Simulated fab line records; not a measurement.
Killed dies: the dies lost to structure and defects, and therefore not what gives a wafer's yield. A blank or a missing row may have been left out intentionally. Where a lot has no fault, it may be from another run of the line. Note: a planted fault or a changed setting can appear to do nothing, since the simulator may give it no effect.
Comparing a struck lot with a sound one	flow gf180mcu	16 steps out of a route of 602
Sound: wafers L775.1, L775.3, L775.5. The struck wafers were L772.2, L772.4, L772.5. The cause comes at the end.
For every step that has rows: the tool of each side, followed by ch and its chambers, followed by its first start. Under that, the readings that differ: sound wafers	struck wafers	difference of the means	sigmas: that difference in standard deviations of wafers without a fault.
alike: a reading whose means differ by less than 2 such deviations, as well as words and numbers matching on both sides. not compared: withheld readings; readings where some wafer has no value; bounds like >300 that might hide an equal value; numbers whose values overlap and for which the record gives no deviation.
The two part at a step that has a row with sigmas, a row that says differs or no value, or rows on one side only. Numbers that don't overlap but have no deviation are shown without sigmas and don't part them. A reading missing from all wafers of one side parts the sides only when that side holds two or more wafers.

GF_POLY_GATE_THK_MEAS_01:
  struck on film metro-02, day 12 21:23; sound on film metro-01, day 13 19:40
  alike: POLY_GATE_CVD_00_THK
then, 8 steps without rows for these wafers: GF_POLY_GATE_DEHYDRATE_02 (time 60 s); GF_POLY_GATE_HMDS_03 (prime time 60 s); GF_POLY_GATE_COAT_04; GF_POLY_GATE_COAT_05 (resist thk 700 nm); GF_POLY_GATE_SOFTBAKE_06 (time 60 s); GF_POLY_GATE_EXPOSE_07 (exposes mask Poly2, target cd 280 nm); GF_POLY_GATE_PEB_08 (peb time 90 s); GF_POLY_GATE_DEVELOP_09 (develop time 60 s).
GF_POLY_GATE_CD_MEAS_10: target cd 280 nm.
  struck on cd sem-01, day 13 17:50; sound on cd sem-02, day 14 16:35
  alike: cd nm
GF_POLY_GATE_OVL_MEAS_11:
  struck on overlay-02, day 13 17:57; sound on overlay-01, day 14 16:42
  alike: POLY_GATE_OVL
GF_POLY_GATE_ETCH_12: etches BARC in N2/H2.
  sound on rie diel-04 ch 0,3, day 14 16:44; struck on rie diel-01 ch 0,2, day 13 17:59
  alike: bias w, chamber pressure mTorr, drypump motor current A, oes product au, rf fwd power W, throttle valve pct
GF_POLY_GATE_ETCH_13: etches poly-Si in HBr/Cl2, stops on SiO2, target depth 198.5 nm, time 69.6 s.
  sound on rie si-02 ch 0,1,3, day 14 16:47; struck on rie si-01 ch 1,3, day 13 18:02
  no value came back on the struck wafers for any of 8 readings (HBr_flow_sccm (sccm), bias w (W) and others); on the sound wafers HBr_flow_sccm (sccm) reads 150.0 149.9 149.8
  not compared: rf hours counter h
GF_POLY_GATE_STRIP_14: strips in O2/N2.
  sound on plasma asher-04 ch 0, day 14 16:50; struck on plasma asher-02 ch 0,1, day 13 18:05
reading	sound	struck	difference	sigmas
drypump motor current A (A)	5.4 5.4 5.5	6.6 6.3 6.6	+1.1	+2
oes product au (a.u.)	0.508 0.506 0.510	0.536 0.547 0.538	+0.032	+7
  alike: chamber pressure mTorr, heater power w
  not compared: rf hours counter h
then, 1 step without rows for these wafers: GF_POLY_GATE_CLEAN_15 (cleans in SC1/SC2, time 150 s).
-- a jump in the record: the struck wafers' starts before and after are 20 days apart (it breaks off in module POLY_GATE and resumes in module PASSIVATION, where the first step shown is number 602 of the route) --
GF_PASSIVATION_PROBE_99:
  record: rows for the struck wafers here (prober-01, day 33 10:17), none for the sound ones

== WHERE THEY PART ==
First at GF_POLY_GATE_ETCH_13; last, within this record, at GF_PASSIVATION_PROBE_99.

WHY: whatever the simulator had introduced
Step skipped in full: rie si-01, at GF_POLY_GATE_ETCH_13, from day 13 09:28 onward. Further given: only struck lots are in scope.
